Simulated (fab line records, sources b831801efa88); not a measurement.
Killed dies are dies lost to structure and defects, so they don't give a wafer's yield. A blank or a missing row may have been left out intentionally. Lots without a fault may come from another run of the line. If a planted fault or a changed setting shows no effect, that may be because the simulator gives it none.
Which tool did it? ; flow sky130 ; 14 lots with 42 wafers sampled at 5 steps, on a route of 708 steps

## WHAT THE GAUGES SHOWED, per wafer
SKY_METAL3_CD_MEAS_13: the cd target is 300 nm. Usual: cd_nm at 300.6 nm, with a standard deviation of 1.2.
lot;measured;on;cd_nm (nm);flag
L449;day 38 19:57;cd_sem-02;300.6 301.8 301.5;
L450;day 39 04:49;cd_sem-02;301.0 299.0 301.7;
L452;day 40 04:27;cd_sem-02;301.1 301.4 300.7;
L453;day 40 06:35;cd_sem-02;301.2 301.6 301.1;
L456;day 41 04:31;cd_sem-02;300.4 300.9 300.1;
L464;day 43 07:54;cd_sem-02;301.1 300.9 301.0;
L465;day 43 12:04;cd_sem-02;300.3 301.1 301.2;
L466;day 44 01:17;cd_sem-02;302.7 301.7 301.2;
L467;day 44 05:23;cd_sem-01;301.1 302.7 301.4;
L468;day 44 14:58;cd_sem-01;301.1 301.0 300.8;
L469;day 44 20:04;cd_sem-02;300.8 300.9 301.4;
L471;day 45 01:15;cd_sem-01;298.0 299.7 300.7;

## WHICH TOOL RAN EACH LOT (tool, then ch and the chambers of the sampled wafers, then the start)
lot;SKY_VIA2_ETCH_14;SKY_CAPM_SPUTTER_02;SKY_CAPM_METAL_ETCH_13;SKY_CAPM_STRIP_14
L449;rie_diel-01 ch 1,2, day 36 13:11;pvd_sputter-02, day 36 14:49;rie_metal-01 ch 0,1, day 37 17:35;plasma_asher-01 ch 0,1, day 37 17:40
L450;rie_diel-01 ch 0,1,3, day 36 22:46;pvd_sputter-03, day 37 00:22;rie_metal-03 ch 0, day 38 02:35;plasma_asher-02 ch 0,1, day 38 02:40
L452;rie_diel-01 ch 1,2,3, day 38 00:32;pvd_sputter-03, day 38 02:12;rie_metal-02 ch 0,1, day 39 03:32;plasma_asher-02 ch 0,1, day 39 03:37
L453;rie_diel-02 ch 2,3, day 38 02:14;pvd_sputter-01, day 38 03:55;rie_metal-03 ch 0,1, day 39 05:48;plasma_asher-04 ch 0,1, day 39 05:53
L456;rie_diel-04 ch 0,2,3, day 39 01:20;pvd_sputter-01, day 39 02:56;rie_metal-03 ch 0,1, day 40 03:23;plasma_asher-01 ch 0,1, day 40 03:28
L458;rie_diel-01 ch 0,1,2, day 39 14:35;pvd_sputter-01, day 39 16:12;rie_metal-02 ch 0,1, day 40 16:46;plasma_asher-02 ch 0,1, day 40 16:50
L459;rie_diel-04 ch 0,3, day 39 22:11;pvd_sputter-03, day 39 23:53;rie_metal-02 ch 0,1, day 41 00:36;plasma_asher-04 ch 0,1, day 41 00:41
L464;rie_diel-04 ch 2,3, day 41 06:58;pvd_sputter-03, day 41 08:35;rie_metal-02 ch 0,1, day 42 08:23;plasma_asher-02 ch 0,1, day 42 08:28
L465;rie_diel-02 ch 0,1,3, day 41 12:17;pvd_sputter-03, day 41 13:54;rie_metal-03 ch 0,1, day 42 12:25;plasma_asher-01 ch 0,1, day 42 12:29
L466;rie_diel-01 ch 0,1, day 42 00:26;pvd_sputter-03, day 42 02:08;rie_metal-02 ch 0,1, day 43 01:54;plasma_asher-04 ch 1, day 43 01:59
L467;rie_diel-02 ch 0,2,3, day 42 04:44;pvd_sputter-01, day 42 06:21;rie_metal-01 ch 0,1, day 43 05:55;plasma_asher-04 ch 0,1, day 43 05:59
L468;rie_diel-01 ch 1,2,3, day 42 15:26;pvd_sputter-03, day 42 17:02;rie_metal-03 ch 0,1, day 43 15:43;plasma_asher-01 ch 0,1, day 43 15:47
L469;rie_diel-04 ch 0,1,2, day 42 20:22;pvd_sputter-01, day 42 22:01;rie_metal-01 ch 0,1, day 43 21:00;plasma_asher-04 ch 0,1, day 43 21:05
L471;rie_diel-01 ch 0,1,2, day 43 01:41;pvd_sputter-03, day 43 03:19;rie_metal-02 ch 0,1, day 44 01:54;plasma_asher-04 ch 0,1, day 44 01:59
- SKY_VIA2_ETCH_14: etches BARC in N2/H2, stops on SiO2, time 45.9 s, target depth 60 nm.
- SKY_CAPM_SPUTTER_02: material TiN, target thk 200 nm, time 166.7 s.
- SKY_CAPM_METAL_ETCH_13: etches TiN in Cl2/BCl3, stops on SiO2, target depth 220 nm, time 62.9 s.
- SKY_CAPM_STRIP_14: strips in O2/N2.

## WHAT THE TOOLS THEMSELVES READ (means of the sampled wafers that have a number; where no wafer has one, the mark that the record gives instead)
SKY_VIA2_ETCH_14. Usual: bias_w 100.0 W, standard deviation 0.34; chamber_pressure_mTorr 30.00 mTorr, standard deviation 0.032; drypump_motor_current_A 5.5 A, standard deviation 0.41; oes_product_au 0.854 a.u., standard deviation 0.0048; throttle_valve_pct 13.226 %, standard deviation 0.0081.
lot;tool;bias_w (W);chamber_pressure_mTorr (mTorr);drypump_motor_current_A (A);oes_product_au (a.u.);throttle_valve_pct (%);flag
L449;rie_diel-01;100.6;29.99;5.2;0.857;13.231;
L450;rie_diel-01;99.8;29.99;5.5;0.857;13.227;
L452;rie_diel-01;100.0;29.98;5.5;0.851;13.233;
L453;rie_diel-02;100.0;30.03;5.5;0.852;13.231;
L456;rie_diel-04;100.0;29.99;5.3;0.854;13.229;
L458;rie_diel-01;99.9;29.98;5.6;0.855;13.234;
L459;rie_diel-04;100.0;29.96;5.0;0.855;13.223;
L464;rie_diel-04;99.8;30.00;5.1;0.855;13.228;
L465;rie_diel-02;100.0;29.98;5.8;0.853;13.224;
L466;rie_diel-01;99.8;30.01;5.6;0.856;13.218;
L467;rie_diel-02;100.4;29.98;5.7;0.853;13.229;
L468;rie_diel-01;100.2;29.97;5.5;0.853;13.228;
L469;rie_diel-04;100.0;30.01;5.4;0.852;13.225;
L471;rie_diel-01;100.2;29.98;5.5;0.857;13.220;

SKY_CAPM_SPUTTER_02. Usual: throttle_valve_pct at 29.9 %, with a standard deviation of 0.86.
lot;tool;throttle_valve_pct (%);flag
L449;pvd_sputter-02;28.3;
L450;pvd_sputter-03;30.5;
L452;pvd_sputter-03;29.8;
L453;pvd_sputter-01;30.9;
L456;pvd_sputter-01;31.1;
L458;pvd_sputter-01;31.0;
L459;pvd_sputter-03;30.2;
L464;pvd_sputter-03;30.3;
L465;pvd_sputter-03;29.6;
L466;pvd_sputter-03;29.4;
L467;pvd_sputter-01;29.6;
L468;pvd_sputter-03;29.7;
L469;pvd_sputter-01;30.0;
L471;pvd_sputter-03;30.2;

SKY_CAPM_METAL_ETCH_13. Usual: bcl3_flow_sccm 30.00 sccm, standard deviation 0.079; bias_w 48.53 W, standard deviation 0.15; drypump_motor_current_A 5.4 A, standard deviation 0.4; oes_product_au 0.927 a.u., standard deviation 0.0068; throttle_valve_pct 21.911 %, standard deviation 0.0096.
lot;tool;bcl3_flow_sccm (sccm);bias_w (W);drypump_motor_current_A (A);oes_product_au (a.u.);throttle_valve_pct (%);flag
L449;rie_metal-01;30.04;48.60;5.4;0.932;21.901;
L450;rie_metal-03;30.06;48.34;5.7;0.922;21.916;
L452;rie_metal-02;30.03;48.52;5.3;0.925;21.918;
L453;rie_metal-03;30.01;48.69;5.5;0.923;21.914;
L456;rie_metal-03;29.98;48.62;5.3;0.925;21.912;
L458;rie_metal-02;-;-;-;-;-;OFF
L459;rie_metal-02;-;-;-;-;-;OFF
L464;rie_metal-02;29.99;48.62;5.0;0.923;21.911;
L465;rie_metal-03;30.02;48.55;5.3;0.929;21.906;
L466;rie_metal-02;30.00;48.58;5.1;0.934;21.904;
L467;rie_metal-01;30.02;48.58;5.7;0.936;21.913;
L468;rie_metal-03;30.06;48.62;5.3;0.929;21.910;
L469;rie_metal-01;29.93;48.58;5.7;0.920;21.926;
L471;rie_metal-02;30.03;48.49;5.1;0.934;21.912;

SKY_CAPM_STRIP_14. Usual: drypump_motor_current_A 5.72 A, standard deviation 0.17; o2_flow_sccm 3001 sccm, standard deviation 9.8; oes_product_au 0.710 a.u., standard deviation 0.0049; strip_time_to_endpoint_s 12.65 s, standard deviation 0.043.
lot;tool;drypump_motor_current_A (A);o2_flow_sccm (sccm);oes_product_au (a.u.);strip_time_to_endpoint_s (s);flag
L449;plasma_asher-01;5.94;3008;0.712;12.65;
L450;plasma_asher-02;5.56;2994;0.711;12.63;
L452;plasma_asher-02;5.56;3006;0.713;12.70;
L453;plasma_asher-04;5.78;2999;0.712;12.65;
L456;plasma_asher-01;5.92;2993;0.707;12.71;
L458;plasma_asher-02;5.59;3003;0.723;14.21;OFF
L459;plasma_asher-04;5.78;2999;0.715;14.12;OFF
L464;plasma_asher-02;5.56;2991;0.711;12.68;
L465;plasma_asher-01;5.78;3001;0.712;12.68;
L466;plasma_asher-04;5.75;3010;0.709;12.59;
L467;plasma_asher-04;5.78;3000;0.708;12.58;
L468;plasma_asher-01;5.76;3003;0.716;12.58;
L469;plasma_asher-04;5.77;3007;0.707;12.68;
L471;plasma_asher-04;5.79;2992;0.708;12.67;

## THE ANSWER, worked out from the rows above alone
Rule: take the mean of a lot's wafers that have a number; if it is more than 3 standard deviations from the usual mean, the lot is off. Also off: a lot with no number at a reading for which 4 or more lots have one. The other lots that the step has rows for count as sound. First the gauges in route order, then the tools' own readings, where a lot's mean is used as printed above. At the first step where some lot is off, the reading lying furthest off is the one used; lots without a number count as furthest.
Off at SKY_CAPM_METAL_ETCH_13 (bcl3_flow_sccm): L458, L459. Without a number there: L458, L459.
A tool fits if, at that step or a process step before it, it ran every lot that is off, and no sound lot after the first of them. Not one of the candidates tried fits.

## WHAT HAD BEEN PUT IN BY THE SIMULATOR
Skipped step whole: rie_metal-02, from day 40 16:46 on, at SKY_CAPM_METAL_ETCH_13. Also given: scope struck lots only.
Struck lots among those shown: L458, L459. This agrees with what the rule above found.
